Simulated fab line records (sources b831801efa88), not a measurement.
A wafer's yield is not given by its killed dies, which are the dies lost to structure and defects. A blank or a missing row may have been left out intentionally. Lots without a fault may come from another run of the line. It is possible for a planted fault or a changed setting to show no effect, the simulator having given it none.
Which tool is to blame? / flow gf180mcu / 6 lots with 18 wafers sampled at 2 steps, on a route of 602 steps

== WHAT THE GAUGES READ, wafer by wafer ==
GF_M2_OVL_MEAS_15.
lot=L506; measured=day 20 20:09; on=overlay-02; M2_OVL (nm)=-2 5 -5
lot=L509; measured=day 22 05:11; on=overlay-02; M2_OVL (nm)=5 -2 7
lot=L516; measured=day 24 08:48; on=overlay-02; M2_OVL (nm)=4 4 2
lot=L522; measured=day 26 03:57; on=overlay-02; M2_OVL (nm)=14 0 8
lot=L524; measured=day 26 21:02; on=overlay-02; M2_OVL (nm)=6 -8 3
lot=L526; measured=day 27 07:41; on=overlay-01; M2_OVL (nm)=10 -6 6

== WHICH TOOL RAN EACH LOT (tool, then ch and the chambers of the sampled wafers, then the start) ==
lot=L506; GF_M2_SPUTTER_00=pvd sputter-03, day 19 19:43
lot=L509; GF_M2_SPUTTER_00=pvd sputter-03, day 21 04:53
lot=L516; GF_M2_SPUTTER_00=pvd sputter-02, day 23 09:59
lot=L522; GF_M2_SPUTTER_00=pvd sputter-02, day 25 06:07
lot=L524; GF_M2_SPUTTER_00=pvd sputter-02, day 26 00:02
lot=L526; GF_M2_SPUTTER_00=pvd sputter-04, day 26 10:59
- GF_M2_SPUTTER_00: material Ti, target thk 37.5 nm, time 150 s.

== THE ANSWER, worked out from the rows above alone ==
Rule: the lots themselves supply what counts as usual. Put in order of their means at a reading, lots are off if they are a third of the lots or fewer, leave a main group of 4 or more, and stand apart from it by a gap of 3 or more times the standard deviation of the main group's means; of several such gaps the widest counts. Not used: any main group whose means are identical at the precision the tables above print for the reading. Also off: a lot with no number at a reading for which 4 or more lots have one. Any other lot the step has rows for is counted as sound.
Nothing can be told from this: no lot is off at any reading shown.

== WHAT THE SIMULATOR PUT IN ==
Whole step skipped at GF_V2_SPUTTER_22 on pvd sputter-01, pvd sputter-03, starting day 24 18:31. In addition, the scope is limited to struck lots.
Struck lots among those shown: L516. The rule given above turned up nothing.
